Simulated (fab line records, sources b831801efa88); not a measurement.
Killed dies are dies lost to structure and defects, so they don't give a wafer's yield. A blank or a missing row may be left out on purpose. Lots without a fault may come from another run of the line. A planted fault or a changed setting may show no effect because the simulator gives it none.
fab line records | flow sky130
record lots=13 wafers=39 last_day=50
route steps=708 shown LDD_N@244 LDD_HVP@287 LDD_LDN@297 SPACER@305 PAD_OPEN@708
lots that met no fault: from a run of the same line without faults
start_h: hours from the record's first day to the start of the lot's first wafer shown | wait_h: hours since the lot's step before | " the same as in the row above | L1.1+2: a row that stands for several wafers | - no value, or no start given | * or withheld: withheld | < > ~ a bound
route shown NAME@n: a module of which the file shows steps, and the number in the route of the first | usual: mean/standard deviation of fault-free wafers | same: alike in all rows | chamber/n: place in a boat | sites: the reading at each site | _std_site: their standard deviation | _edge_site: outer sites' mean less inner sites' | radius_mm: how far each site lies from the wafer's centre | mask NAME#n: copy n | behind: the tool/chamber that last shaped the wafer | hold: why the lot was held/for how many hours/how that ended | device: the transistor (n, p or np) that didn't switch | end of line: the same wafers' tests at the end of the route | a step without rows: its recipe alone | killed: dies lost to structure and defects at the first sort, not the wafer's yield | map: a wafer's dies, x killed, . not, _ none there
set.NAME: the setting as run; set.NAME@STEP: as run at that earlier step | model.NAME: the simulator's own value behind a step, which no gauge read
steps of the route over a sample of lots; a table a step, a row a wafer
services: from which hour (start_h, from the record's first day; less than 0 if before it) a tool's chamber was out of use, for how many hours, and why
## steps
# step SKY_LDD_N_OVL_MEAS_07
# usual LDD_N_OVL=0.5/1.6
# columns lot.wafer tool chamber start_h wait_h LDD_N_OVL[nm]
L185.4 overlay-02 - 399.61 0.1 1.0
L185.5 " - " " -0.2
L185.6 " - " " 0.0
L186.1 overlay-01 - 412.17 0.1 -1.8
L186.4 " - " " -0.8
L186.5 " - " " 1.2
L187.1 overlay-01 - 412.22 0.1 0.7
L187.5 " - " " -0.5
L187.6 " - " " 1.3
L189.2 overlay-01 - 434.20 0.1 -2.6
L189.4 " - " " -1.1
L189.5 " - " " -1.0
L191.1 overlay-01 - 458.35 0.1 0.1
L191.3 " - " " 0.0
L191.5 " - " " 0.0
L192.2 overlay-01 - 464.02 0.1 2.2
L192.3 " - " " 1.9
L192.4 " - " " 1.1
L194.1 overlay-01 - 483.50 0.1 1.0
L194.2 " - " " 1.2
L194.3 " - " " 1.8
L198.1 overlay-01 - 519.22 0.1 3.0
L198.3 " - " " 2.5
L198.6 " - " " 1.7
L200.2 overlay-01 - 537.18 0.1 0.3
L200.4 " - " " 0.2
L200.6 " - " " 0.4
L201.1 overlay-01 - 546.75 0.1 1.1
L201.2 " - " " 0.5
L201.5 " - " " -0.3
L205.1 overlay-01 - 579.32 0.1 0.1
L205.3 " - " " 1.4
L205.4 " - " " 0.5
L207.1 overlay-01 - 595.15 0.1 3.0
L207.4 " - " " 3.5
L207.6 " - " " 4.1
L208.1 overlay-01 - 599.22 0.1 -0.7
L208.4 " - " " -1.6
L208.6 " - " " -1.7
# step SKY_LDD_HVP_STRIP_09
# recipe chemistry=O2/N2 power_w=1400 pressure_mtorr=1500 platen_temp_c=withheld o2_flow_sccm=3000 n2_flow_sccm=300 overash_fraction=0.5
# usual drypump_motor_current_A=6.1/0.48 n2_flow_sccm=299.9/0.88 oes_product_au=0.408/0.0047 strip_time_to_endpoint_s=4.135/0.015
# columns lot.wafer tool chamber start_h wait_h drypump_motor_current_A n2_flow_sccm oes_product_au rf_hours_counter_h strip_time_to_endpoint_s
L185.4 plasma_asher-01 1 493.49 0.1 6.0 299.5 0.405 - 4.123
L185.5 " 1 " " 6.0 298.7 0.404 - 4.130
L185.6 " 0 " " 6.6 299.3 0.402 - 4.118
L186.1 plasma_asher-01 0 506.05 0.1 6.6 300.0 0.415 8 4.145
L186.4 " 1 " " 6.0 300.4 0.410 - 4.130
L186.5 " 1 " " 6.0 299.3 0.416 - 4.133
L187.1 plasma_asher-01 1 506.42 0.1 6.0 300.1 0.412 8 4.108
L187.5 " 1 " " 6.0 300.0 0.414 - 4.140
L187.6 " 0 " " 6.6 299.8 0.403 - 4.147
L189.2 plasma_asher-03 0 527.56 0.1 6.7 300.0 0.412 38 4.132
L189.4 " 0 " " 6.7 300.5 0.402 - 4.121
L189.5 " 0 " " 6.7 300.7 0.418 - 4.147
L191.1 plasma_asher-01 0 552.20 0.1 6.6 300.9 0.405 13 4.121
L191.3 " 0 " " 6.6 299.9 0.409 - 4.107
L191.5 " 1 " " 6.0 301.1 0.417 - 4.128
L192.2 plasma_asher-02 0 557.20 0.1 5.6 299.6 0.407 90 4.172
L192.3 " 1 " " 5.4 300.3 0.404 - 4.164
L192.4 " 0 " " 5.6 300.3 0.407 - 4.152
L194.1 plasma_asher-03 1 575.65 0.1 5.9 301.2 0.409 41 4.132
L194.2 " 0 " " 6.7 302.4 0.406 41 4.145
L194.3 " 0 " " 6.7 301.5 0.403 - 4.138
L198.1 plasma_asher-02 1 609.41 0.1 5.4 300.3 0.406 95 4.127
L198.3 " 0 " " 5.6 300.4 0.407 - 4.147
L198.6 " 0 " " 5.6 299.7 0.404 - 4.132
L200.2 plasma_asher-02 1 628.55 0.1 5.4 300.3 0.407 96 4.147
L200.4 " 1 " " 5.4 299.6 0.411 - 4.118
L200.6 " 1 " " 5.4 300.1 0.412 - 4.147
L201.1 plasma_asher-01 0 635.66 0.1 6.6 300.1 0.404 21 4.162
L201.2 " 1 " " 6.0 299.9 0.411 21 4.130
L201.5 " 1 " " 6.0 300.5 0.410 - 4.147
L205.1 plasma_asher-03 0 666.61 0.1 6.8 299.4 0.407 51 4.142
L205.3 " 1 " " 5.9 300.2 0.405 - 4.129
L205.4 " 0 " " 6.7 298.2 0.406 - 4.140
L207.1 plasma_asher-01 0 681.71 0.1 6.6 301.2 0.422 26 4.135
L207.4 " 1 " " 6.0 300.4 0.403 - 4.144
L207.6 " 0 " " 6.6 300.3 0.412 - 4.153
L208.1 plasma_asher-03 1 686.55 0.1 5.9 300.2 0.406 53 4.154
L208.4 " 0 " " 6.7 298.7 0.408 - 4.133
L208.6 " 0 " " 6.7 298.0 0.404 - 4.139
# step SKY_LDD_LDN_IMPLANT_08
# recipe species=As energy_kev=15 dose_cm2=1.25e+13 tilt_deg=withheld rotation_deg=23
# columns lot.wafer tool chamber start_h wait_h
L185.4+5+6 implanter-02 0 523.63 0.1
L186.1+4+5 implanter-03 0 537.33 0.0
L187.1+5+6 implanter-01 0 537.55 0.0
L189.2+4+5 implanter-02 0 557.78 0.0
L191.1+3+5 implanter-03 0 581.93 0.0
L191.1+3+5 implanter-03 0 582.25 0.3
L192.2+3+4 implanter-01 0 586.73 0.0
L194.1+2+3 implanter-02 0 604.76 0.0
L198.1+3+6 implanter-02 0 638.30 0.0
L198.1+3+6 implanter-02 0 638.62 0.3
L200.2+4+6 implanter-01 0 657.06 0.0
L201.1+2+5 implanter-01 0 664.16 0.0
L205.1+3+4 implanter-03 0 694.08 0.0
L207.1+4+6 implanter-02 0 709.71 0.0
L208.1+4+6 implanter-03 0 714.25 0.0
# step SKY_LDD_LDN_TW_MEAS_13
# usual LDD_LDN_TW=1478/15
# columns lot.wafer tool chamber start_h wait_h LDD_LDN_TW
L185.4 film_metro-04 - 524.28 0.1 1456
L185.5 " - " " 1451
L185.6 " - " " 1459
L186.1 film_metro-02 - 538.03 0.1 1496
L186.4 " - " " 1501
L186.5 " - " " 1490
L187.1 film_metro-04 - 538.25 0.1 1469
L187.5 " - " " 1456
L187.6 " - " " 1466
L189.2 film_metro-01 - 558.47 0.1 1492
L189.4 " - " " 1491
L189.5 " - " " 1490
L191.1 film_metro-04 - 582.95 0.1 1564
L191.3 " - " " 1564
L191.5 " - " " 1568
L191.1 film_metro-04 - 583.17 0.2 1574
L191.3 " - " " 1559
L191.5 " - " " 1567
L192.2 film_metro-02 - 587.41 0.1 1498
L192.3 " - " " 1489
L192.4 " - " " 1487
L194.1 film_metro-02 - 605.46 0.1 1499
L194.2 " - " " 1497
L194.3 " - " " 1491
L198.1 film_metro-02 - 639.32 0.1 1594
L198.3 " - " " 1589
L198.6 " - " " 1582
L198.1 film_metro-02 - 639.61 0.3 1585
L198.3 " - " " 1588
L198.6 " - " " 1583
L200.2 film_metro-04 - 657.74 0.1 1467
L200.4 " - " " 1473
L200.6 " - " " 1471
L201.1 film_metro-04 - 664.86 0.1 1464
L201.2 " - " " 1474
L201.5 " - " " 1468
L205.1 film_metro-01 - 694.78 0.1 1488
L205.3 " - " " 1496
L205.4 " - " " 1491
L207.1 film_metro-04 - 710.41 0.1 1463
L207.4 " - " " 1464
L207.6 " - " " 1462
L208.1 film_metro-01 - 714.95 0.1 1497
L208.4 " - " " 1491
L208.6 " - " " 1509
# step SKY_SPACER_THK_MEAS_01
# recipe reads=Si3N4_of_SPACER_CVD_00
# usual SPACER_CVD_00_THK=43.0/0.51
# columns lot.wafer tool chamber start_h wait_h SPACER_CVD_00_THK[nm]
L185.4 film_metro-01 - 525.89 0.0 43.2
L185.5 " - " " 43.2
L185.6 " - " " 43.0
L186.1 film_metro-01 - 540.56 0.0 42.6
L186.4 " - " " 42.6
L186.5 " - " " 42.8
L187.1 film_metro-03 - 540.56 0.0 42.9
L187.5 " - " " 43.4
L187.6 " - " " 42.6
L189.2 film_metro-02 - 560.39 0.0 42.6
L189.4 " - " " 42.8
L189.5 " - " " 42.6
L191.1 film_metro-01 - 592.15 0.0 43.0
L191.3 " - " " 42.9
L191.5 " - " " 43.1
L192.2 film_metro-02 - 592.16 0.0 42.3
L192.3 " - " " 42.5
L192.4 " - " " 42.7
L194.1 film_metro-03 - 609.78 0.0 42.4
L194.2 " - " " 42.4
L194.3 " - " " 42.5
L198.1 film_metro-02 - 643.95 0.0 43.7
L198.3 " - " " 43.6
L198.6 " - " " 43.9
L200.2 film_metro-02 - 659.06 0.0 43.6
L200.4 " - " " 43.5
L200.6 " - " " 43.6
L201.1 film_metro-03 - 666.17 0.0 42.7
L201.2 " - " " 43.0
L201.5 " - " " 42.8
L205.1 film_metro-02 - 696.86 0.0 43.1
L205.3 " - " " 43.1
L205.4 " - " " 42.9
L207.1 film_metro-02 - 711.72 0.0 43.7
L207.4 " - " " 43.4
L207.6 " - " " 43.6
L208.1 film_metro-02 - 716.57 0.0 43.0
L208.4 " - " " 43.0
L208.6 " - " " 42.9
# step SKY_PAD_OPEN_PROBE_99
# usual killed_at_M0_to_M3=42/7.3 killed_at_M4_up=3.2/1.8 killed_at_contacts=25/5.2 killed_at_front_end=15/4.6 killed_at_other=0.3/0.62 killed_dies=85/9.9 killed_open=46/7.1 killed_short=38/5.7
# same gross_dies=492 killed_at_back_side=0
# columns lot.wafer tool chamber start_h wait_h killed_at_M0_to_M3 killed_at_M4_up killed_at_contacts killed_at_front_end killed_at_other killed_dies killed_open killed_short
L192.2 prober-01 - 1118.97 0.1 41 6 30 15 0 92 48 44
L192.3 prober-01 - 1119.02 0.2 38 2 23 13 0 76 43 33
L192.4 prober-01 - 1119.07 0.2 32 5 29 16 0 82 51 30
L200.2 prober-01 - 1165.10 0.1 35 2 28 12 1 78 46 32
L200.4 prober-01 - 1165.20 0.2 29 4 27 8 0 68 38 30
L200.6 prober-01 - 1165.30 0.2 52 3 22 11 0 88 47 41
L201.1 prober-02 - 1168.72 0.1 42 1 12 14 0 69 40 29
L205.1 prober-02 - 1186.74 0.1 41 6 31 14 0 92 50 40
L205.3 prober-02 - 1186.84 0.2 58 5 22 17 1 103 62 41
L205.4 prober-02 - 1186.89 0.2 44 3 19 18 0 84 53 29
L207.1 prober-02 - 1195.64 0.1 35 1 26 13 3 78 41 36
L207.4 prober-02 - 1195.79 0.2 32 2 19 20 1 74 39 34
L207.6 prober-02 - 1195.89 0.2 48 5 20 23 2 98 53 44
L208.1 prober-01 - 1197.05 0.1 40 4 31 15 0 90 55 35
L208.4 prober-01 - 1197.20 0.2 53 6 24 16 0 99 51 48
L208.6 prober-01 - 1197.30 0.2 52 4 27 18 0 101 52 49
# killed by level:class
L192.2 VIA1:geometric_particle:open=16 CONTACT:geometric_particle:short=8 CONTACT:geometric_particle:open=8 LI_CONTACT:geometric_particle:open=7 VIA1:geometric_particle:short=5 LI_CONTACT:geometric_particle:short=4 METAL1:geometric_particle:short=4 METAL4:geometric_particle:short=4
L192.3 VIA1:geometric_particle:open=10 CONTACT:geometric_particle:open=9 LI_CONTACT:geometric_particle:open=7 METAL1:geometric_particle:short=7 FIELD_ISO:geometric_particle:short=6 VIA2:geometric_particle:open=6 CONTACT:geometric_particle:short=4 VIA2:geometric_particle:short=4
L192.4 CONTACT:geometric_particle:open=14 VIA3:geometric_particle:open=9 FIELD_ISO:geometric_particle:short=7 LI_CONTACT:geometric_particle:open=7 VIA1:geometric_particle:open=6 FIELD_ISO:geometric_particle:open=5 CONTACT:geometric_particle:short=5 VIA2:geometric_particle:open=5
L200.2 CONTACT:geometric_particle:open=12 CONTACT:geometric_particle:short=7 VIA1:geometric_particle:open=7 LI_CONTACT:geometric_particle:open=6 METAL2:geometric_particle:short=6 VIA3:geometric_particle:open=5 VIA1:geometric_particle:short=4 VIA2:geometric_particle:open=4
L200.4 CONTACT:geometric_particle:open=13 VIA3:geometric_particle:open=7 CONTACT:geometric_particle:short=6 VIA1:geometric_particle:open=4 METAL2:geometric_particle:short=4 FIELD_ISO:geometric_particle:short=3 LI_CONTACT:geometric_particle:open=3 LOCAL_INTERCONNECT:geometric_particle:short=3
L200.6 VIA1:geometric_particle:open=11 CONTACT:geometric_particle:open=8 METAL2:geometric_particle:short=7 VIA2:geometric_particle:open=6 METAL1:geometric_particle:short=6 VIA1:geometric_particle:short=6 LI_CONTACT:geometric_particle:open=5 VIA3:geometric_particle:open=5
L201.1 VIA1:geometric_particle:open=13 FIELD_ISO:geometric_particle:short=6 VIA3:geometric_particle:open=6 CONTACT:geometric_particle:open=5 METAL1:geometric_particle:short=5 VIA3:geometric_particle:short=5 FIELD_ISO:geometric_particle:open=4 VIA2:geometric_particle:open=4
L205.1 VIA2:geometric_particle:open=10 CONTACT:geometric_particle:open=9 VIA1:geometric_particle:open=8 LOCAL_INTERCONNECT:geometric_particle:short=7 VIA3:geometric_particle:open=7 FIELD_ISO:geometric_particle:short=5 LI_CONTACT:geometric_particle:open=5 CONTACT:geometric_particle:short=5
L205.3 VIA1:geometric_particle:open=14 VIA3:geometric_particle:open=11 VIA2:geometric_particle:open=8 FIELD_ISO:geometric_particle:open=7 CONTACT:geometric_particle:open=7 VIA1:geometric_particle:short=7 CONTACT:geometric_particle:short=5 POLY_GATE:geometric_particle:short=4
L205.4 VIA1:geometric_particle:open=13 VIA2:geometric_particle:open=8 METAL2:geometric_particle:short=7 FIELD_ISO:geometric_particle:open=6 CONTACT:geometric_particle:open=6 VIA3:geometric_particle:open=5 POLY_GATE:geometric_particle:open=4 LI_CONTACT:geometric_particle:open=4
L207.1 CONTACT:geometric_particle:open=11 VIA1:geometric_particle:open=11 VIA3:geometric_particle:short=6 VIA2:geometric_particle:open=5 CONTACT:geometric_particle:short=5 LOCAL_INTERCONNECT:geometric_particle:short=5 POLY_GATE:geometric_particle:short=4 FIELD_ISO:geometric_particle:short=3
L207.4 CONTACT:geometric_particle:open=8 VIA1:geometric_particle:open=8 FIELD_ISO:geometric_particle:short=6 VIA1:geometric_particle:short=6 POLY_GATE:geometric_particle:short=5 LI_CONTACT:geometric_particle:open=5 POLY_GATE:geometric_particle:open=4 VIA2:geometric_particle:open=4
L207.6 VIA1:geometric_particle:open=14 FIELD_ISO:geometric_particle:open=7 CONTACT:geometric_particle:open=7 VIA2:geometric_particle:short=7 VIA1:geometric_particle:short=7 LI_CONTACT:geometric_particle:open=5 METAL1:geometric_particle:short=5 VIA2:geometric_particle:open=5
L208.1 CONTACT:geometric_particle:open=15 VIA1:geometric_particle:open=11 LI_CONTACT:geometric_particle:open=7 METAL1:geometric_particle:short=7 METAL2:geometric_particle:short=7 CONTACT:geometric_particle:short=6 VIA3:geometric_particle:open=6 FIELD_ISO:geometric_particle:open=4
L208.4 VIA1:geometric_particle:open=13 CONTACT:geometric_particle:open=10 VIA2:geometric_particle:open=10 VIA1:geometric_particle:short=9 METAL1:geometric_particle:short=6 POLY_GATE:geometric_particle:short=5 LOCAL_INTERCONNECT:geometric_particle:short=5 FIELD_ISO:geometric_particle:short=4
L208.6 VIA1:geometric_particle:open=15 CONTACT:geometric_particle:open=11 LI_CONTACT:geometric_particle:open=9 VIA1:geometric_particle:short=9 METAL2:geometric_particle:short=8 POLY_GATE:geometric_particle:short=7 VIA3:geometric_particle:open=5 FIELD_ISO:geometric_particle:short=4
## services
# columns tool chamber start_h hours kind
plasma_asher-03 - 478.63 11.4 repair
plasma_asher-03 - 491.73 2.8 pm
plasma_asher-02 - 513.52 2.8 pm
implanter-02 - 551.21 1.6 repair
plasma_asher-03 - 553.36 14.6 pm
plasma_asher-02 - 563.16 2.7 repair
implanter-03 - 570.89 3.9 repair
implanter-02 - 601.03 2.5 repair
plasma_asher-03 - 606.37 0.7 repair
implanter-01 - 617.34 5.3 pm
plasma_asher-01 - 624.41 1.1 repair
implanter-03 - 669.31 3.7 repair
plasma_asher-01 - 688.25 2.1 repair
plasma_asher-03 - 713.24 2.6 repair
## key
first_sign step=SKY_LDD_LDN_IMPLANT_08 reading=visit direction=added
effect step=SKY_LDD_LDN_TW_MEAS_13 reading=visit direction=added
effect step=SKY_LDD_LDN_TW_MEAS_13 reading=LDD_LDN_TW direction=up sigmas=6.7 usual=1478 struck=1577
met_at SKY_LDD_LDN_IMPLANT_08
struck_lots L191,L198
tester_left_out L191,L198
not_acting_at SKY_LDD_N_OVL_MEAS_07,SKY_LDD_HVP_STRIP_09,SKY_SPACER_THK_MEAS_01
fault kind=repeated_step_whole tool=implanter-01,implanter-02,implanter-03 chamber=- onset_h=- steps=SKY_LDD_LDN_IMPLANT_08 times=1 scope=struck_lots_only
# tester_left_out: of these lots the tester's yield and bins aren't shown, on N5 and GAA mostly nor the transistor test; their killed dies are dies lost to structure and defects alone, not to doping, threshold or leakage, so they don't give the yield
